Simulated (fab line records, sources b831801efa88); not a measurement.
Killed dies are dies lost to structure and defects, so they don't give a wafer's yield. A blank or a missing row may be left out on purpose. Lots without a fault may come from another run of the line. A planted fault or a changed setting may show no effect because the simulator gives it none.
A struck lot beside a sound one | flow gf180mcu | 30 steps out of a route of 602
Sound: wafers L950.1, L950.4, L950.5. Struck: wafer L960.3. (L960.4, L960.6 of the same lot were not struck and are left out.) The cause comes at the end.
At each step with rows: each side's tool, then ch and its chambers, then its first start. Under that, the readings that differ: sound wafers | struck wafers | difference of the means | sigmas: that difference in standard deviations of wafers without a fault.
alike: readings whose means differ by less than 2 such deviations, and words and numbers that are the same on both sides. not compared: withheld readings, readings that some wafer has no value for, bounds like >300 that may hide the same value, and numbers for which the record gives no deviation and whose values overlap.
The two part at a step that has a row with sigmas, a row that says differs or no value, or rows on one side only. Numbers that don't overlap but have no deviation are shown without sigmas and don't part them. A reading that every wafer of one side lacks parts them only if that side has two wafers or more.

first, 3 steps without rows for these wafers: GF_PSD_EXPOSE_04 (exposes mask Pplus, target cd 400 nm); GF_PSD_PEB_05; GF_PSD_DEVELOP_06 (develop time 60 s).
GF_PSD_CD_MEAS_07: target cd 400 nm.
  sound on cd_sem-01, day 16 09:28; struck on cd_sem-02, day 20 03:25
  reading    | sound             | struck | difference | sigmas
  cd_nm (nm) | 401.0 400.1 400.5 | 395.8  | -4.7       | -2
GF_PSD_OVL_MEAS_08:
  sound on overlay-01, day 16 09:35; struck on overlay-01, day 20 03:31
  reading      | sound          | struck | difference | sigmas
  PSD_OVL (nm) | -1.3 -0.6 -2.8 | 2.2    | +3.8       | +3
then, 1 step without rows for these wafers: GF_PSD_IMPLANT_09.
GF_PSD_STRIP_10: strips in O2/N2.
  sound on plasma_asher-02 ch 0,1, day 16 09:46; struck on plasma_asher-02 ch 1, day 20 03:43
  alike: drypump_motor_current_A, heater_power_w, oes_product_au, strip_time_to_endpoint_s
  not compared: rf_hours_counter_h
GF_PSD_TW_MEAS_11:
  sound on film_metro-01, day 16 09:52; struck on film_metro-02, day 20 03:48
  alike: PSD_TW
then, 1 step without rows for these wafers: GF_PSD_CLEAN_12 (cleans in SC1/SC2, time 150 s).
GF_PSD_RTA_13: time 20 s.
  sound on rtp_anneal-02 ch 0, day 16 09:59; struck on rtp_anneal-02 ch 0, day 20 03:55
  alike: lamp_power_pct, wafer_temp_C_max
GF_PSD_RS_MEAS_14: measures by four-point-probe.
  sound on film_metro-01, day 16 10:04; struck on film_metro-02, day 20 04:01
  alike: NSD_RS
GF_PSD_RS_MEAS_15: measures by four-point-probe.
  sound on film_metro-01, day 16 10:11; struck on film_metro-02, day 20 04:08
  alike: PSD_RS
GF_SAB_CVD_00: deposits SiO2 from TEOS, target thk 50 nm, time 4.9302 s.
  sound on pecvd-03 ch 1,2, day 16 10:18; struck on pecvd-03 ch 0, day 20 04:13
  reading                              | sound             | struck | difference | sigmas
  model.SiO2_of_SAB_CVD_00.thk_nm (nm) | 48.92 50.81 49.94 | 46     | -4         |
  alike: heater_power_outer_w, heater_power_w
  not compared: since_wet_clean_h
GF_SAB_THK_MEAS_01:
  sound on film_metro-04, day 16 10:19; struck on film_metro-02, day 20 04:16
  reading             | sound          | struck | difference | sigmas
  SAB_CVD_00_THK (nm) | 48.9 50.8 49.9 | 46.0   | -3.9       | -4
then, 7 steps without rows for these wafers: GF_SAB_DEHYDRATE_02 (time 60 s); GF_SAB_HMDS_03 (prime time 60 s); GF_SAB_COAT_04 (resist thk 1000 nm); GF_SAB_SOFTBAKE_05 (time 60 s); GF_SAB_EXPOSE_06 (exposes mask SAB, target cd 420 nm); GF_SAB_PEB_07; GF_SAB_DEVELOP_08 (develop time 60 s).
GF_SAB_CD_MEAS_09: target cd 420 nm.
  sound on cd_sem-02, day 17 08:13; struck on cd_sem-02, day 21 03:27
  alike: cd_nm
GF_SAB_OVL_MEAS_10:
  sound on overlay-02, day 17 08:20; struck on overlay-01, day 21 03:32
  reading      | sound       | struck | difference | sigmas
  SAB_OVL (nm) | 0.6 4.0 1.7 | -1.8   | -3.9       | -3
GF_SAB_ETCH_11: etches SiO2 in C4F8/O2/Ar, target depth 55 nm, time 8.5 s.
  sound on rie_diel-01 ch 0,1,2, day 17 08:22; struck on rie_diel-03 ch 3, day 21 03:34
  alike: oes_product_au
  not compared: rf_hours_counter_h
then, 1 step without rows for these wafers: GF_SAB_WET_ETCH_12 (etches SiO2 in dHF, target depth 22 nm, time 440 s).
GF_SAB_STRIP_13: strips in O2/N2.
  sound on plasma_asher-03 ch 0,1, day 17 08:31; struck on plasma_asher-02 ch 1, day 21 03:46
  alike: drypump_motor_current_A, heater_power_w, oes_product_au, strip_time_to_endpoint_s
  not compared: rf_hours_counter_h
then, 1 step without rows for these wafers: GF_SALICIDE_CLEAN_00 (cleans in SC1/SC2, time 150 s).
GF_SALICIDE_WET_ETCH_01: etches SiO2 in dHF, target depth 5 nm, time 100 s.
  sound on wet_bench-04 ch 0, day 17 08:40; struck on wet_bench-04 ch 0, day 21 03:53
  reading                              | sound             | struck | difference | sigmas
  model.SiO2_of_SAB_CVD_00.thk_nm (nm) | 38.28 40.14 39.35 | 35.33  | -3.93      |
GF_SALICIDE_SPUTTER_02: material Co, target thk 10 nm, time 20 s.
  sound on pvd_sputter-01, day 17 08:42; struck on pvd_sputter-01, day 21 03:55
  alike: throttle_valve_pct
-- the record jumps here: 12 days lie between the struck wafers' starts before and after (it left off in module SALICIDE and takes up again in module PASSIVATION, whose first step shown is number 602 of the route) --
GF_PASSIVATION_PROBE_99:
  the record has rows for the struck wafers here (prober-01, day 33 13:56) and none for the sound ones

WHERE THEY PART
First at GF_PSD_CD_MEAS_07; last, within this record, at GF_PASSIVATION_PROBE_99.

WHY: what the simulator had put in
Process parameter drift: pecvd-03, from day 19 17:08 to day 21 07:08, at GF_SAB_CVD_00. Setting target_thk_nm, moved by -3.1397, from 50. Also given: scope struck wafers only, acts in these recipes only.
